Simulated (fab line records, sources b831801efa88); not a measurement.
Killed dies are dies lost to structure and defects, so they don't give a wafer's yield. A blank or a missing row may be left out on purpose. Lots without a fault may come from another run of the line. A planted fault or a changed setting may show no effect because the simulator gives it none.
Tool commonality check | flow gf180mcu | 13 lots, 39 wafers sampled

WHY IT WAS OPENED
At GF_VT_IMPLANT_TW_MEAS_43 the reading VT_IMPLANT_4_TW is flagged on 2 of 13 lots. Wafers without a fault read 687, standard deviation 4.
Rule: a lot is flagged when every wafer of it that has a number lies more than 4 standard deviations from that mean, or none has a number. The other lots count as sound.

lot  | measured     | on            | VT_IMPLANT_4_TW, wafer by wafer | flag
L171 | day 7 11:20  | film_metro-02 | 685 687 691                     |
L172 | day 7 19:55  | film_metro-01 | 690 691 692                     |
L173 | day 8 03:44  | film_metro-02 | 690 687 691                     |
L174 | day 8 09:55  | film_metro-02 | 690 691 690                     |
L177 | day 9 08:31  | film_metro-04 | 678 680 683                     |
L179 | day 9 17:29  | film_metro-04 | 684 680 684                     |
L180 | day 10 04:17 | film_metro-04 | 683 682 683                     |
L186 | day 11 17:31 | film_metro-01 | 688 689 686                     |
L190 | day 12 21:03 | film_metro-02 | 30 30 30                        | FLAGGED
L191 | day 13 02:17 | film_metro-04 | 679 679 680                     |
L192 | day 13 13:08 | film_metro-01 | 30 30 30                        | FLAGGED
L193 | day 13 17:04 | film_metro-02 | 689 689 688                     |
L194 | day 14 00:22 | film_metro-02 | 688 691 690                     |
The numbers of the flagged lots are 30 on average: -657 against the usual, or -99 or more standard deviations.

WHICH TOOL RAN EACH LOT
The record holds 1 process step before the reading, out of a route of 602 steps. In each cell: the tool, then ch and the chambers that the sampled wafers went through, then the start.
lot  | flag    | GF_VT_IMPLANT_DEVELOP_39
L171 |         | litho_track-01 ch 0, day 7 10:54
L172 |         | litho_track-02 ch 0, day 7 19:28
L173 |         | litho_track-01 ch 0, day 8 03:18
L174 |         | litho_track-02 ch 0, day 8 09:28
L177 |         | litho_track-02 ch 0, day 9 08:04
L179 |         | litho_track-04 ch 0, day 9 17:03
L180 |         | litho_track-04 ch 0, day 10 03:51
L186 |         | litho_track-04 ch 0, day 11 17:05
L190 | FLAGGED | litho_track-01 ch 0, day 12 20:39
L191 |         | litho_track-04 ch 0, day 13 01:53
L192 | FLAGGED | litho_track-01 ch 0, day 13 12:42
L193 |         | litho_track-02 ch 0, day 13 16:38
L194 |         | litho_track-02 ch 0, day 13 23:55
What these steps do:
- GF_VT_IMPLANT_DEVELOP_39: develop time 60 s.
- GF_VT_IMPLANT_TW_MEAS_43

FLAGGED OVER TOTAL, TOOL BY TOOL (the gauges that took the reading come last)
step                     | tool           | lots run | flagged | share of the flagged lots | sound lots run after its first flagged lot
GF_VT_IMPLANT_DEVELOP_39 | litho_track-01 | 4        | 2       | all                       | 0
GF_VT_IMPLANT_DEVELOP_39 | litho_track-02 | 5        | 0       | none                      | -
GF_VT_IMPLANT_DEVELOP_39 | litho_track-04 | 4        | 0       | none                      | -
GF_VT_IMPLANT_TW_MEAS_43 | film_metro-01  | 3        | 1       | some                      | 0
GF_VT_IMPLANT_TW_MEAS_43 | film_metro-02  | 6        | 1       | some                      | 2 (L193,L194)
GF_VT_IMPLANT_TW_MEAS_43 | film_metro-04  | 4        | 0       | none                      | -

WHAT THE TABLE ALLOWS
1 row of the table ran every flagged lot: litho_track-01 at GF_VT_IMPLANT_DEVELOP_39.
- litho_track-01 at GF_VT_IMPLANT_DEVELOP_39: 2 of its 4 lots flagged. Its last sound lot is L173 (day 8 03:18), its first flagged lot L190 (day 12 20:39): a fault that began between those two fits.
One tool is left: litho_track-01 at GF_VT_IMPLANT_DEVELOP_39.

WHAT THE SIMULATOR HAD PUT IN
Process parameter drift: litho_track-01, from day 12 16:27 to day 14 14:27, at GF_VT_IMPLANT_DEVELOP_39. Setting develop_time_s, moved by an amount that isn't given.
Lots struck among those shown: L190, L192. The rule above found the same.
